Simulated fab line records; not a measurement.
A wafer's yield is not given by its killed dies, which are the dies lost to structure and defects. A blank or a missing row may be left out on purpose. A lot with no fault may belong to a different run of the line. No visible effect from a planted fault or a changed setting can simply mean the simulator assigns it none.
A lot that was struck, set against a sound lot -- flow sky130 -- 15 out of 708 route steps
Sound: the wafers L373.1, L373.4, L373.5. Wafers struck: L381.2, L381.4, L381.6. The cause is named last.
Order at every step that has rows: each side's tool, ch and its chambers, its first start. Under that, the readings that differ: sound wafers -- struck wafers -- difference of the means -- sigmas: that difference in standard deviations of wafers without a fault.
alike: words and numbers the same on both sides, and readings whose means are apart by under 2 such deviations; not compared: readings that were withheld, readings missing a value for some wafer, numbers with overlapping values and no deviation given by the record, and bounds like >300 which may hide the same value.
A row with sigmas, a row that says differs or no value, or rows on one side alone: a step with any of these is where the two part. When numbers do not overlap yet have no deviation, they are printed without sigmas and do not part them. A reading missing from all wafers of one side parts the sides only when that side holds two or more wafers.

SKY_NWELL_RS_MEAS_29: uses a four-point probe to measure.
  sound on film-metro-03 at day 7 02:01; struck on film-metro-04 at day 9 13:19
  alike: NWELL_RS
SKY_NWELL_RS_MEAS_31: uses a four-point probe to measure.
  sound on film-metro-03 at day 7 02:16; struck on film-metro-04 at day 9 13:33
  alike: PWDE_RS
then, 7 steps without rows for these wafers: SKY_VT_ADJUST_HVTP_DEHYDRATE_00 (time 60 s); SKY_VT_ADJUST_HVTP_HMDS_01 (prime time 60 s); SKY_VT_ADJUST_HVTP_COAT_02 (resist thk 1140 nm); SKY_VT_ADJUST_HVTP_SOFTBAKE_03 (time 60 s); SKY_VT_ADJUST_HVTP_EXPOSE_04 (exposes mask HVTPM, target cd 380 nm); SKY_VT_ADJUST_HVTP_PEB_05; SKY_VT_ADJUST_HVTP_DEVELOP_06 (develop time 61.1 s).
SKY_VT_ADJUST_HVTP_CD_MEAS_07: the cd target is 380 nm.
  sound on cd-sem-02 at day 7 22:32; struck on cd-sem-01 at day 10 11:19
reading,sound,struck,difference,sigmas
cd-nm (nm),379.0 379.6 377.4,384.6 383.1 382.2,+4.6,+2
SKY_VT_ADJUST_HVTP_OVL_MEAS_08:
  sound on overlay-02 at day 7 22:40; struck on overlay-01 at day 10 11:25
  alike: VT_ADJUST_HVTP_OVL
SKY_VT_ADJUST_HVTP_IMPLANT_09:
  sound on implanter-04 ch 0, day 7 22:42; struck on implanter-04 ch 0, day 10 11:28
reading,sound,struck,difference,sigmas
beam-energy-keV,150.00 150.06 150.00,133.79 133.85 133.83,-16.20,-99 or more
model.implant.rp-nm (nm),84.27 84.27 84.27,74.98 74.98 74.98,-9.29,
model.implant.drp-nm (nm),33.4 33.4 33.4,30.47 30.47 30.47,-2.93,
SKY_VT_ADJUST_HVTP_STRIP_10: strips in O2/N2.
  sound on plasma-asher-03 ch 0,1, day 7 22:51; struck on plasma-asher-01 ch 0,1, day 10 11:36
reading,sound,struck,difference,sigmas
drypump-motor-current-A (A),5.93 5.98 5.98,5.48 5.46 5.44,-0.50,-2
  alike: oes-product-au, strip-time-to-endpoint-s
  not compared: rf-hours-counter-h
SKY_VT_ADJUST_HVTP_TW_MEAS_11:
  sound on film-metro-04 at day 7 22:57; struck on film-metro-01 at day 10 12:03
reading,sound,struck,difference,sigmas
VT_ADJUST_HVTP_TW,1373 1370 1373,1283 1290 1287,-85,-5
  not compared: hold
-- a jump in the record: the struck wafers' starts before and after are 39 days apart (it breaks off in module VT_ADJUST_HVTP and resumes in module PAD_OPEN, where the first step shown is number 708 of the route) --
SKY_PAD_OPEN_PROBE_99:
  sound on prober-02 at day 47 17:16; struck on prober-02 at day 49 23:37
reading,sound,struck,difference,sigmas
model.etest.tip-p.rs-ohm-sq,6834 6832 6897,7180 7211 7092,+307,
model.etest.pfet_01v8.r-on-ohm-um,2966 2903 2958,3077 3062 3060,+124,
model.etest.pfet_01v8.drive-ua-um,186.9 193.2 187.9,175.5 180.7 177.5,-11.4,
model.etest.pfet_01v8_mvt.drive-ua-um,151.9 153.1 149.2,138.3 139 139.7,-12.4,
model.etest.pfet_01v8_hvt.drive-ua-um,138.9 144.3 139.7,129.5 132.4 130.1,-10.3,
model.etest.pfet_01v8_mvt.off-log10-a-um,-10.53 -10.47 -10.68,-12.23 -12.39 -12.27,-1.74,
model.etest.pfet_01v8.off-log10-a-um,-10.01 -9.633 -10.03,-11.31 -11.09 -11.14,-1.29,
  alike: killed_at_M0_to_M3, killed_at_M4_up, killed-at-contacts, killed-at-front-end, killed-at-other, killed-dies, killed-open, killed-short
  not compared: model.etest.sram-pfet-latch.drive-ua-um

## WHERE THEY PART
Last at SKY_VT_ADJUST_HVTP_TW_MEAS_11 as far as this record goes, first at SKY_VT_ADJUST_HVTP_CD_MEAS_07. Later steps at which nothing parts them and some readings are alike: SKY_PAD_OPEN_PROBE_99.

WHY: what had been put in by the simulator
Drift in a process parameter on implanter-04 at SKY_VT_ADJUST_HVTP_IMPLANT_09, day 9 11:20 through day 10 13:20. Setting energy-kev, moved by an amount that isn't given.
